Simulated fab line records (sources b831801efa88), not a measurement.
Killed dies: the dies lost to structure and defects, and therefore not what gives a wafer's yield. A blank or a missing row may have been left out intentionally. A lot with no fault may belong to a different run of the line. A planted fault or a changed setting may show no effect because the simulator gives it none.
fab line records | flow sky130
[record] lots = 7 | wafers = 21 | lastDay = 52
route steps=708 shown CAP2M@616 METAL4@621 PAD_OPEN@708
lots that met no fault: from a run of the same line without faults
startH: hours from the record's opening day to when the first of the lot's shown wafers began | waitH: time in hours since the lot's previous step | " the same as in the row above | L1.1+2: a row that stands for several wafers | - no value, or no start given | * or withheld: withheld | < > ~ a bound
route shown NAME@n: names a module that has steps shown in the file, with the first one's number in the route | usual: mean/standard deviation taken from wafers without a fault | same: alike in all rows | chamber/n: place in a boat | sites: readings site by site | _std_site: standard deviation across them | _edge_site: outer sites' mean less inner sites' | radiusMm: how far each site lies from the wafer's centre | mask NAME#n: copy n | behind: tool/chamber where the wafer was last shaped | hold: what put the lot on hold/how long, in hours/how the hold closed | device: the transistor (n, p or np) that didn't switch | end of line: the tests these same wafers got at the end of their route | a step without rows: its recipe alone | killed: dies that structure and defects cost at the first sort, which is not the same as the wafer's yield | map: dies across one wafer; x = killed, . = not, _ = none there
set.NAME: setting as actually run; set.NAME@STEP: the setting as run at that earlier step | model.NAME: the simulator's own value behind a step, which no gauge read
lots at some steps of the route; a table a step, a row a wafer
services: when a tool's chamber went out of use (startH, in hours from the record's first day, below 0 if earlier), for how many hours, and the reason
[[steps]]
[step SKY_CAP2M_METAL_ETCH_13]
[recipe] targetDepthNm = 220 | stopOn = SiO2 | chemistry = Cl2/BCl3 | target = TiN | pressureMtorr = 10 | icpW = 900 | biasW = 48.5 | Cl2_flow_sccm = 60 | bcl3FlowSccm = 30 | timeS = 62.9
[usual] drypumpMotorCurrentA = 6.0/0.48 | oesProductAu = 0.940/0.0074 | throttleValvePct = 21.903/0.0096
lot.wafer | tool        | chamber | startH  | waitH | drypumpMotorCurrentA | oesProductAu | rfHoursCounterH | throttleValvePct
L191.2    | rieMetal-02 | 1       | 911.80  | 0.0   | 6.1                  | 0.938        | 12              | 21.923
L191.4    | "           | 0       | "       | "     | 6.4                  | 0.935        | -               | 21.916
L191.5    | "           | 1       | "       | "     | 6.2                  | 0.939        | -               | 21.890
L197.1    | rieMetal-02 | 1       | 957.47  | 0.0   | 6.1                  | 0.949        | 15              | 21.920
L197.5    | "           | 1       | "       | "     | 6.2                  | 0.959        | -               | 21.902
L197.6    | "           | 0       | "       | "     | 6.5                  | 0.938        | -               | 21.904
L199.2    | rieMetal-03 | 0       | 958.10  | 0.0   | 5.1                  | 0.950        | 16              | 21.900
L199.4    | "           | 0       | "       | "     | 5.2                  | 0.933        | -               | 21.905
L199.5    | "           | 1       | "       | "     | 5.6                  | 0.944        | -               | 21.898
L200.3    | rieMetal-03 | 1       | 966.10  | 0.0   | 5.6                  | 0.932        | -               | 21.885
L200.5    | "           | 1       | "       | "     | 5.6                  | 0.953        | -               | 21.875
L200.6    | "           | 0       | "       | "     | 5.1                  | 0.941        | -               | 21.872
L205.2    | rieMetal-04 | 0       | 1006.55 | 0.0   | 6.4                  | 0.946        | 15              | 21.902
L205.3    | "           | 1       | "       | "     | 5.6                  | 0.941        | -               | 21.896
L205.4    | "           | 0       | "       | "     | 6.4                  | 0.951        | -               | 21.894
L206.2    | rieMetal-02 | 0       | 1011.99 | 0.0   | 6.5                  | 0.943        | 15              | 21.896
L206.4    | "           | 1       | "       | "     | 6.2                  | 0.951        | -               | 21.905
L206.5    | "           | 1       | "       | "     | 6.2                  | 0.948        | -               | 21.901
L212.1    | rieMetal-03 | 1       | 1155.14 | 0.0   | 5.7                  | 0.935        | 16              | 21.910
L212.4    | "           | 0       | "       | "     | 5.1                  | 0.933        | -               | 21.901
L212.6    | "           | 1       | "       | "     | 5.6                  | 0.927        | -               | 21.907
[step SKY_CAP2M_STRIP_14]
[recipe] chemistry = O2/N2 | powerW = 1400 | pressureMtorr = 1500 | platenTempC = withheld | o2FlowSccm = 3000 | n2FlowSccm = 300 | overashFraction = 0.5
[usual] drypumpMotorCurrentA = 5.83/0.2 | oesProductAu = 0.710/0.0041 | stripTimeToEndpointS = 12.67/0.047
lot.wafer | tool           | chamber | startH  | waitH | drypumpMotorCurrentA | oesProductAu | rfHoursCounterH | stripTimeToEndpointS
L191.2    | plasmaAsher-03 | 0       | 911.88  | 0.1   | 5.84                 | 0.706        | 109             | 12.66
L191.4    | "              | 0       | "       | "     | 5.83                 | 0.708        | -               | 12.66
L191.5    | "              | 0       | "       | "     | 5.83                 | 0.705        | -               | 12.67
L197.1    | plasmaAsher-04 | 1       | 957.55  | 0.1   | 5.89                 | 0.706        | 20              | 12.60
L197.5    | "              | 1       | "       | "     | 5.88                 | 0.704        | -               | 12.67
L197.6    | "              | 0       | "       | "     | 5.55                 | 0.705        | -               | 12.61
L199.2    | plasmaAsher-02 | 0       | 958.18  | 0.1   | 5.95                 | 0.709        | 52              | 12.64
L199.4    | "              | 0       | "       | "     | 5.96                 | 0.712        | -               | 12.64
L199.5    | "              | 1       | "       | "     | 5.97                 | 0.707        | -               | 12.61
L200.3    | plasmaAsher-04 | 1       | 966.19  | 0.1   | 5.88                 | 0.705        | -               | 12.72
L200.5    | "              | 0       | "       | "     | 5.57                 | 0.710        | -               | 12.69
L200.6    | "              | 1       | "       | "     | 5.87                 | 0.713        | -               | 12.80
L205.2    | plasmaAsher-04 | 0       | 1006.65 | 0.1   | 5.54                 | 0.715        | 25              | 12.68
L205.3    | "              | 0       | "       | "     | 5.55                 | 0.705        | -               | 12.64
L205.4    | "              | 1       | "       | "     | 5.84                 | 0.709        | -               | 12.74
L206.2    | plasmaAsher-02 | 0       | 1012.07 | 0.1   | 5.97                 | 0.706        | 58              | 12.68
L206.4    | "              | 1       | "       | "     | 5.98                 | 0.706        | -               | 12.67
L206.5    | "              | 1       | "       | "     | 6.02                 | 0.704        | -               | 12.66
L212.1    | plasmaAsher-04 | 0       | 1155.22 | 0.1   | 5.56                 | 0.700        | 42              | 12.69
L212.4    | "              | 1       | "       | "     | 5.88                 | 0.709        | -               | 12.71
L212.6    | "              | 1       | "       | "     | 5.91                 | 0.716        | -               | 12.71
[step SKY_CAP2M_STRIP_15]
[recipe] chemistry = postEtchResidueRemover | timeS = 1200 | tempC = 72.5
[step SKY_CAP2M_CLEAN_16]
[recipe] chemistry = IPA | timeS = 180 | tempC = 25
[step SKY_CAP2M_CLEAN_17]
[recipe] chemistry = O3/DIW | dry = n2Spin
[step SKY_METAL4_DEHYDRATE_05]
[recipe] tempC = 200 | timeS = 60
[step SKY_METAL4_HMDS_06]
[recipe] primeTimeS = 60 | primeTempC = 120
[step SKY_METAL4_COAT_07]
[recipe] resist = BARC | tempC = withheld | timeS = withheld | spinRpm = 3000 | resistThkNm = 60
[step SKY_METAL4_COAT_08]
[recipe] resist = KrF-thick | spinRpm = 3000 | resistThkNm = 1140
[step SKY_METAL4_SOFTBAKE_09]
[recipe] tempC = 100 | timeS = 90 | resist = KrF-thick
[step SKY_METAL4_EXPOSE_10]
[recipe] maskId = MM4 | na = 0.68 | sourceShape = annular | sigmaInner = 0.4 | sigmaOuter = 0.8 | targetCdNm = 300 | doseMj = 28
[step SKY_METAL4_PEB_11]
[recipe] pebTempC = withheld | pebTimeS = withheld | resist = KrF-thick
[step SKY_METAL4_DEVELOP_12]
[recipe] developTimeS = 60 | resist = KrF-thick | devTempC = 21
[usual] developerTempC = 20.99/0.12
lot.wafer | tool          | chamber | startH | waitH | developerTempC
L191.2    | lithoTrack-02 | 0       | 938    | -     | 20.99
L191.4    | "             | 0       | "      | "     | 20.97
L191.5    | "             | 0       | "      | "     | 21.17
L197.1    | lithoTrack-02 | 0       | 983    | -     | 21.68
L197.5    | "             | 0       | "      | "     | 21.71
L197.6    | "             | 0       | "      | "     | 21.69
L199.2    | lithoTrack-02 | 0       | 984    | -     | 21.60
L199.4    | "             | 0       | "      | "     | 21.56
L199.5    | "             | 0       | "      | "     | 21.62
L200.3    | lithoTrack-02 | 0       | 992    | -     | 21.75
L200.5    | "             | 0       | "      | "     | 21.59
L200.6    | "             | 0       | "      | "     | 21.75
L205.2    | lithoTrack-04 | 0       | 1029   | -     | 20.93
L205.3    | "             | 0       | "      | "     | 20.91
L205.4    | "             | 0       | "      | "     | 20.91
L206.2    | lithoTrack-04 | 0       | 1034   | -     | 21.05
L206.4    | "             | 0       | "      | "     | 20.96
L206.5    | "             | 0       | "      | "     | 21.02
L212.1    | lithoTrack-03 | 0       | 1173   | -     | 20.95
L212.4    | "             | 0       | "      | "     | 21.03
L212.6    | "             | 0       | "      | "     | 20.90
[step SKY_METAL4_CD_MEAS_13]
[recipe] targetCdNm = 300
[usual] cdNm = 299.9/1.3
lot.wafer | tool     | chamber | startH  | waitH | cdNm
L191.2    | cdSem-01 | -       | 938.46  | -     | 299.2
L191.4    | "        | -       | "       | "     | 299.3
L191.5    | "        | -       | "       | "     | 299.7
L197.1    | cdSem-02 | -       | 983.39  | -     | 299.1
L197.5    | "        | -       | "       | "     | 298.7
L197.6    | "        | -       | "       | "     | 299.3
L199.2    | cdSem-02 | -       | 984.71  | -     | 298.3
L199.4    | "        | -       | "       | "     | 298.0
L199.5    | "        | -       | "       | "     | 300.2
L200.3    | cdSem-02 | -       | 992.53  | -     | 299.8
L200.5    | "        | -       | "       | "     | 298.6
L200.6    | "        | -       | "       | "     | 299.7
L205.2    | cdSem-01 | -       | 1029.38 | -     | 297.4
L205.3    | "        | -       | "       | "     | 299.1
L205.4    | "        | -       | "       | "     | 298.0
L206.2    | cdSem-01 | -       | 1034.33 | -     | 299.3
L206.4    | "        | -       | "       | "     | 298.0
L206.5    | "        | -       | "       | "     | 296.8
L212.1    | cdSem-01 | -       | 1173.19 | -     | 300.5
L212.4    | "        | -       | "       | "     | 300.7
L212.6    | "        | -       | "       | "     | 300.0
[step SKY_PAD_OPEN_PROBE_99]
[usual] defectLimitedYield = 82.5/1.9 | killed_at_M0_to_M3 = 43/7 | killed_at_M4_up = 2.7/1.6 | killedAtContacts = 24/5.3 | killedAtFrontEnd = 16/4.6 | killedAtOther = 0.3/0.53 | killedDies = 86/9.3 | killedOpen = 47/6.9 | killedShort = 38/6.1 | sort_bin_3_pad_short = 0.9/0.4 | sort_bin_5_function = 10.3/1.4 | sort_bin_6_memory = 6.3/1.1 | sortNPass = 406/9.3 | sortYieldPct = 82.5/1.9
[same] grossDies = 492 | killedAtBackSide = 0 | sort_bin_4_leakage[%] = 0 | sort_bin_8_speed[%] = 0
lot.wafer | tool      | chamber | startH  | waitH | defectLimitedYield[%] | killed_at_M0_to_M3 | killed_at_M4_up | killedAtContacts | killedAtFrontEnd | killedAtOther | killedDies | killedOpen | killedShort | sort_bin_3_pad_short[%] | sort_bin_5_function[%] | sort_bin_6_memory[%] | sortNPass | sortYieldPct[%]
L191.2    | prober-01 | -       | 1042.06 | 0.1   | 80.1                  | 53                 | 5               | 23               | 16               | 1             | 98         | 68         | 30          | 0.6                     | 11.6                   | 7.7                  | 394       | 80.1
L191.4    | prober-01 | -       | 1042.16 | 0.2   | 82.5                  | 38                 | 1               | 24               | 23               | 0             | 86         | 51         | 35          | 0.8                     | 10.6                   | 6.1                  | 406       | 82.5
L191.5    | prober-01 | -       | 1042.21 | 0.2   | 79.5                  | 42                 | 1               | 30               | 28               | 0             | 101        | 55         | 45          | 1.8                     | 12.6                   | 6.1                  | 391       | 79.5
L197.1    | prober-01 | -       | 1077.26 | 0.1   | 82.1                  | 46                 | 4               | 18               | 19               | 1             | 88         | 48         | 40          | 0.8                     | 11.0                   | 6.1                  | 404       | 82.1
L197.5    | prober-01 | -       | 1077.46 | 0.2   | 84.1                  | 46                 | 0               | 24               | 8                | 0             | 78         | 46         | 32          | 1.0                     | 10.6                   | 4.3                  | 414       | 84.1
L197.6    | prober-01 | -       | 1077.51 | 0.2   | 83.3                  | 46                 | 4               | 22               | 10               | 0             | 82         | 48         | 34          | 1.0                     | 8.7                    | 6.9                  | 410       | 83.3
L200.3    | prober-02 | -       | 1083.36 | 0.2   | 82.7                  | 51                 | 4               | 14               | 16               | 0             | 85         | 46         | 39          | 0.6                     | 12.0                   | 4.7                  | 407       | 82.7
L200.5    | prober-02 | -       | 1083.46 | 0.2   | 83.9                  | 39                 | 0               | 16               | 23               | 1             | 79         | 47         | 32          | 1.4                     | 9.6                    | 5.1                  | 413       | 83.9
L200.6    | prober-02 | -       | 1083.51 | 0.2   | 83.9                  | 51                 | 1               | 13               | 14               | 0             | 79         | 48         | 31          | 1.0                     | 8.5                    | 6.5                  | 413       | 83.9
// killed by level:class
L191.2 VIA1:geometricParticle:open=16 VIA2:geometricParticle:open=12 LI_CONTACT:geometricParticle:open=9 FIELD_ISO:geometricParticle:open=8 CONTACT:geometricParticle:open=7 METAL2:geometricParticle:short=5 VIA3:geometricParticle:open=4 METAL1:geometricParticle:short=4
L191.4 VIA1:geometricParticle:open=11 CONTACT:geometricParticle:open=9 POLY_GATE:geometricParticle:short=9 POLY_GATE:geometricParticle:open=7 VIA2:geometricParticle:open=7 METAL3:geometricParticle:short=4 LI_CONTACT:geometricParticle:open=4 CONTACT:geometricParticle:short=4
L191.5 FIELD_ISO:geometricParticle:short=11 CONTACT:geometricParticle:open=11 VIA1:geometricParticle:open=11 LI_CONTACT:geometricParticle:open=9 FIELD_ISO:geometricParticle:open=8 VIA1:geometricParticle:short=6 METAL2:geometricParticle:short=5 VIA3:geometricParticle:open=5
L197.1 VIA1:geometricParticle:open=11 VIA3:geometricParticle:open=7 LI_CONTACT:geometricParticle:open=6 CONTACT:geometricParticle:open=5 METAL1:geometricParticle:short=5 VIA2:geometricParticle:open=4 VIA2:geometricParticle:short=4 METAL3:geometricParticle:short=4
L197.5 VIA1:geometricParticle:open=12 VIA3:geometricParticle:open=11 LI_CONTACT:geometricParticle:open=8 CONTACT:geometricParticle:open=6 VIA2:geometricParticle:open=5 LOCAL_INTERCONNECT:geometricParticle:short=5 METAL1:geometricParticle:short=5 VIA1:geometricParticle:short=4
L197.6 VIA1:geometricParticle:open=9 METAL2:geometricParticle:short=8 CONTACT:geometricParticle:open=7 VIA3:geometricParticle:open=7 VIA2:geometricParticle:open=6 VIA1:geometricParticle:short=6 CONTACT:geometricParticle:short=5 LI_CONTACT:geometricParticle:open=5
L200.3 VIA1:geometricParticle:open=19 VIA2:geometricParticle:open=9 POLY_GATE:geometricParticle:open=6 VIA1:geometricParticle:short=6 VIA2:geometricParticle:short=5 FIELD_ISO:geometricParticle:short=4 METAL4:geometricParticle:short=4 CONTACT:geometricParticle:short=4
L200.5 POLY_GATE:geometricParticle:open=8 VIA1:geometricParticle:open=8 CONTACT:geometricParticle:open=8 VIA3:geometricParticle:open=6 VIA2:geometricParticle:open=5 METAL1:geometricParticle:short=5 POLY_GATE:geometricParticle:short=4 VIA2:geometricParticle:short=4
L200.6 VIA1:geometricParticle:open=19 METAL2:geometricParticle:short=7 FIELD_ISO:geometricParticle:open=5 POLY_GATE:geometricParticle:open=5 METAL1:geometricParticle:short=5 LI_CONTACT:geometricParticle:open=4 LI_CONTACT:geometricParticle:short=4 VIA1:geometricParticle:short=4
[[services]]
tool           | chamber | startH  | hours | kind
plasmaAsher-04 | -       | 892.34  | 11.9  | repair
rieMetal-04    | 0       | 920.32  | 3.0   | repair
plasmaAsher-04 | -       | 931.85  | 0.4   | repair
rieMetal-02    | 1       | 988.70  | 3.0   | repair
lithoTrack-03  | -       | 1003.11 | -     | consumableReplace:filter
plasmaAsher-02 | -       | 1012.44 | 1.7   | repair
plasmaAsher-03 | -       | 1055.25 | 9.0   | pm
plasmaAsher-03 | 0       | 1055.25 | 9.0   | ventCycle
plasmaAsher-03 | 1       | 1055.25 | 9.0   | ventCycle
plasmaAsher-04 | -       | 1056.93 | 1.0   | repair
plasmaAsher-03 | 0       | 1064.25 | -     | clean
plasmaAsher-03 | 1       | 1064.25 | -     | clean
plasmaAsher-03 | -       | 1073.15 | 11.7  | repair
plasmaAsher-03 | -       | 1095.26 | 8.2   | repair
rieMetal-02    | -       | 1104.68 | 2.4   | repair
plasmaAsher-04 | -       | 1118.63 | 1.7   | repair
lithoTrack-04  | -       | 1129.30 | -     | consumableReplace:filter
rieMetal-02    | 1       | 1136.27 | -     | clean
rieMetal-02    | 1       | 1136.27 | -     | consumableReplace:focusRing
rieMetal-02    | 1       | 1136.27 | 24.7  | scheduledDown
rieMetal-02    | 1       | 1136.27 | 24.7  | ventCycle
plasmaAsher-02 | -       | 1142.28 | 0.6   | repair
plasmaAsher-03 | -       | 1166.02 | 6.5   | repair
[[key]]
[firstSign] step = SKY_METAL4_DEVELOP_12 | reading = developerTempC | direction = up | sigmas = 5.5 | usual = * | struck = *
effect none on later readings
metAt SKY_METAL4_DEVELOP_12
struckWafers L197.1,L197.5,L197.6,L199.2,L199.4,L199.5,L200.3,L200.5,L200.6
onsetBetween 938 983
[fault] kind = processParameterDrift | tool = lithoTrack-02 | chamber = - | onsetH = 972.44 | steps = SKY_METAL4_DEVELOP_12 | channel = devTempC | offset = * | shape = step | endH = 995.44 | actsIn = * | stated = *
